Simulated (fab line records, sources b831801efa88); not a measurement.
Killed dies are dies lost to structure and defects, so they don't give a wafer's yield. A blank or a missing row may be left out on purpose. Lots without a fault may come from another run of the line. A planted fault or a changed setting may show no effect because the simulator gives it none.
Which tool did it? | flow sky130 | 11 lots, 33 wafers sampled, at 4 steps of a route of 708

WHAT THE GAUGES READ, wafer by wafer
SKY_VT_ADJUST_HVTR_TW_MEAS_11.
lot  | measured     | on            | VT_ADJUST_HVTR_TW
L680 | day 9 11:05  | film_metro-01 | 208.6 209.5 210.0
L681 | day 9 19:46  | film_metro-04 | 211.9 213.0 211.8
L683 | day 10 09:23 | film_metro-03 | 209.7 211.0 210.8
L685 | day 11 00:22 | film_metro-03 | 179.0 179.2 179.1
L687 | day 11 15:26 | film_metro-01 | 179.8 178.8 179.0
L690 | day 12 04:40 | film_metro-03 | 179.3 178.1 178.7
L696 | day 14 14:40 | film_metro-03 | 210.8 209.9 210.4
L697 | day 14 22:02 | film_metro-01 | 208.7 210.2 209.3
L698 | day 15 08:02 | film_metro-01 | 209.6 211.5 210.3
L701 | day 16 14:11 | film_metro-04 | 212.6 212.9 212.5
L702 | day 16 23:23 | film_metro-03 | 211.5 211.8 212.1

WHICH TOOL RAN EACH LOT (tool, then ch and the chambers of the sampled wafers, then the start)
lot  | SKY_DNWELL_STRIP_08                 | SKY_VT_ADJUST_LVTN_STRIP_20          | SKY_VT_ADJUST_HVTR_IMPLANT_09
L680 | plasma_asher-04 ch 0,1, day 3 05:43 | plasma_asher-04 ch 0,1, day 7 16:29  | implanter-03 ch 0, day 9 10:53
L681 | plasma_asher-03 ch 0,1, day 3 10:54 | plasma_asher-01 ch 0,1, day 8 00:20  | implanter-04 ch 0, day 9 19:34
L683 | plasma_asher-04 ch 0,1, day 3 22:23 | plasma_asher-03 ch 0,1, day 8 14:07  | implanter-03 ch 0, day 10 09:08
L685 | plasma_asher-01 ch 0,1, day 4 09:23 | plasma_asher-01 ch 0,1, day 9 04:34  | implanter-03 ch 0, day 11 00:08
L687 | plasma_asher-04 ch 0,1, day 4 19:34 | plasma_asher-04 ch 0,1, day 9 17:13  | implanter-03 ch 0, day 11 15:11
L690 | plasma_asher-01 ch 0,1, day 5 06:49 | plasma_asher-04 ch 0,1, day 10 07:07 | implanter-03 ch 0, day 12 04:25
L696 | plasma_asher-04 ch 0,1, day 7 01:02 | plasma_asher-03 ch 0,1, day 12 12:28 | implanter-01 ch 0, day 14 14:25
L697 | plasma_asher-04 ch 0,1, day 7 06:19 | plasma_asher-01 ch 0,1, day 12 19:46 | implanter-03 ch 0, day 14 21:47
L698 | plasma_asher-04 ch 0,1, day 7 12:58 | plasma_asher-04 ch 0,1, day 13 03:10 | implanter-04 ch 0, day 15 07:47
L701 | plasma_asher-03 ch 0, day 8 12:59   | plasma_asher-03 ch 0,1, day 14 08:10 | implanter-04 ch 0, day 16 13:56
L702 | plasma_asher-01 ch 0,1, day 8 19:04 | plasma_asher-04 ch 0,1, day 14 16:41 | implanter-03 ch 0, day 16 23:10
- SKY_DNWELL_STRIP_08: strips in O2/N2.
- SKY_VT_ADJUST_LVTN_STRIP_20: strips in O2/N2.
- SKY_VT_ADJUST_HVTR_IMPLANT_09

THE ANSWER, worked out from the rows above alone
Rule: what is usual is taken from the lots themselves. Put in order of their means at a reading, lots are off if they are a third of the lots or fewer, leave a main group of 4 or more, and stand apart from it by a gap of 3 or more times the standard deviation of the main group's means; of several such gaps the widest counts. A main group whose means are all the same, to the digits that the tables above print for the reading, isn't used. A lot without any number at a reading at which 4 lots or more have one is off too. The other lots that the step has rows for count as sound.
Off: L685, L687, L690, at SKY_VT_ADJUST_HVTR_TW_MEAS_11 (VT_ADJUST_HVTR_TW). The main group: mean 210.8, standard deviation 1.2.
A tool fits if, at a process step before that reading, it ran every lot that is off, and no sound lot after the first of them. The gauges at SKY_VT_ADJUST_HVTR_TW_MEAS_11 are tried like those tools. None of those tried fits.

WHAT THE SIMULATOR HAD PUT IN
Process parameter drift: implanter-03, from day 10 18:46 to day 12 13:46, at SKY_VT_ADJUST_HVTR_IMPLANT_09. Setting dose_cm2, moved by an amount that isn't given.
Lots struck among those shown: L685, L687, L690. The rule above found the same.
